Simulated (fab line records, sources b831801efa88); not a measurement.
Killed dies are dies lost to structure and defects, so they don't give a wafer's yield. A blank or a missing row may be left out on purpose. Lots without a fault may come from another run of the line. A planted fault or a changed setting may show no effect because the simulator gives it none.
A struck lot beside a sound one | flow sfq_line | 18 steps out of a route of 325
Sound: wafers L749.1, L749.3, L749.5. Struck: wafer L763.2. (L763.3, L763.6 of the same lot were not struck and are left out.) The cause comes at the end.
At each step with rows: each side's tool, then ch and its chambers, then its first start. Under that, the readings that differ: sound wafers | struck wafers | difference of the means | sigmas: that difference in standard deviations of wafers without a fault.
alike: readings whose means differ by less than 2 such deviations, and words and numbers that are the same on both sides. not compared: withheld readings, readings that some wafer has no value for, bounds like >300 that may hide the same value, and numbers for which the record gives no deviation and whose values overlap.
The two part at a step that has a row with sigmas, a row that says differs or no value, or rows on one side only. Numbers that don't overlap but have no deviation are shown without sigmas and don't part them. A reading that every wafer of one side lacks parts them only if that side has two wafers or more.

first, 2 steps without rows for these wafers: SFQ_TRILAYER_I4_VIA_STRIP_SOLV_CLEAN_108 (cleans in NMP, time 600 s); SFQ_TRILAYER_JJ_TRILAYER_DEP_PRE_CLEAN_113 (time 22.5 s).
SFQ_TRILAYER_JJ_TRILAYER_DEP_SPUTTER_109: material Nb, target thk 150 nm, time 100 s.
  sound on pvd_sputter-03, day 40 00:10; struck on pvd_sputter-04, day 44 15:31
  reading                | sound          | struck | difference | sigmas
  throttle_valve_pct (%) | 29.2 29.9 29.3 | 31.7   | +2.2       | +3
  alike: chamber_pressure_pa
SFQ_TRILAYER_JJ_TRILAYER_DEP_SPUTTER_110: material Al, target thk 8 nm, time 10 s.
  sound on pvd_sputter-03, day 40 00:15; struck on pvd_sputter-04, day 44 15:35
  reading                | sound          | struck | difference | sigmas
  throttle_valve_pct (%) | 29.5 30.0 29.1 | 31.6   | +2.1       | +3
  alike: chamber_pressure_pa
then, 1 step without rows for these wafers: SFQ_TRILAYER_JJ_TRILAYER_DEP_AL_OXIDATION_111 (oxidation time 600 s).
SFQ_TRILAYER_JJ_TRILAYER_DEP_SPUTTER_112: material Nb, target thk 170 nm, time 113.3 s.
  sound on pvd_sputter-03, day 40 01:24; struck on pvd_sputter-04, day 44 16:36
  reading                | sound          | struck | difference | sigmas
  throttle_valve_pct (%) | 29.5 29.8 29.3 | 31.2   | +1.7       | +2
  alike: chamber_pressure_pa
SFQ_JJ_RS_MEAS_929: measures by four-point-probe.
  sound on film_metro-02, day 40 01:29; struck on film_metro-01, day 44 16:42
  alike: JJ_NB_RS
then, 4 steps without rows for these wafers: SFQ_TRILAYER_JJ_CE_LITHO_COAT_119 (resist thk 62 nm); SFQ_TRILAYER_JJ_CE_LITHO_COAT_114 (resist thk 600 nm); SFQ_TRILAYER_JJ_CE_LITHO_SOFTBAKE_118; SFQ_TRILAYER_JJ_CE_LITHO_EXPOSE_115 (exposes mask J5, target cd 700 nm).
SFQ_TRILAYER_JJ_CE_LITHO_PEB_117: peb time 60 s.
  sound on litho_track-02 ch 0, day 41 09:07; struck on litho_track-03 ch 0, day 45 19:46
  alike: chill_plate_temp_C
then, 1 step without rows for these wafers: SFQ_TRILAYER_JJ_CE_LITHO_DEVELOP_116 (time 60 s).
SFQ_JJ_OVL_MEAS_931:
  sound on overlay-02, day 41 09:25; struck on overlay-02, day 45 20:03
  alike: J5_OVL
SFQ_TRILAYER_JJ_CE_METRO_MEASURE_117:
  sound on cd_sem-02, day 41 09:27; struck on cd_sem-02, day 45 20:17
  reading    | sound             | struck | difference | sigmas
  cd_nm (nm) | 699.2 699.8 699.3 | 685.3  | -14.1      | -9
SFQ_TRILAYER_JJ_CE_BARC_OPEN_RIE_150: chemistry O2, target BARC, target depth 240 nm, time 80 s.
  sound on rie_metal-04 ch 0, day 41 10:39; struck on rie_metal-04 ch 0, day 45 21:17
  reading             | sound           | struck | difference | sigmas
  model.JJ.cd_nm (nm) | 698.4 699.5 699 | 683.6  | -15.4      |
  alike: drypump_motor_current_A, oes_product_au, rf_fwd_power_W
  not compared: rf_hours_counter_h
SFQ_TRILAYER_JJ_CE_ETCH_RIE_118: chemistry SF6, target Nb, stops on Al2O3, time 97.7 s, target depth 170 nm.
  sound on rie_metal-04 ch 0, day 41 10:44; struck on rie_metal-04 ch 0, day 45 21:22
  reading               | sound             | struck | difference | sigmas
  oes_product_au (a.u.) | 0.970 0.977 0.976 | 0.997  | +0.023     | +3
  model.JJ.cd_nm (nm)   | 699.8 701.3 701.5 | 686.6  | -14.3      |
  alike: drypump_motor_current_A, rf_fwd_power_W
  not compared: rf_hours_counter_h
then, 1 step without rows for these wafers: SFQ_TRILAYER_JJ_ANODIZE_ANODIZE_119.

WHERE THEY PART
First at SFQ_TRILAYER_JJ_TRILAYER_DEP_SPUTTER_109; last, within this record, at SFQ_TRILAYER_JJ_CE_ETCH_RIE_118.

WHY: what the simulator had put in
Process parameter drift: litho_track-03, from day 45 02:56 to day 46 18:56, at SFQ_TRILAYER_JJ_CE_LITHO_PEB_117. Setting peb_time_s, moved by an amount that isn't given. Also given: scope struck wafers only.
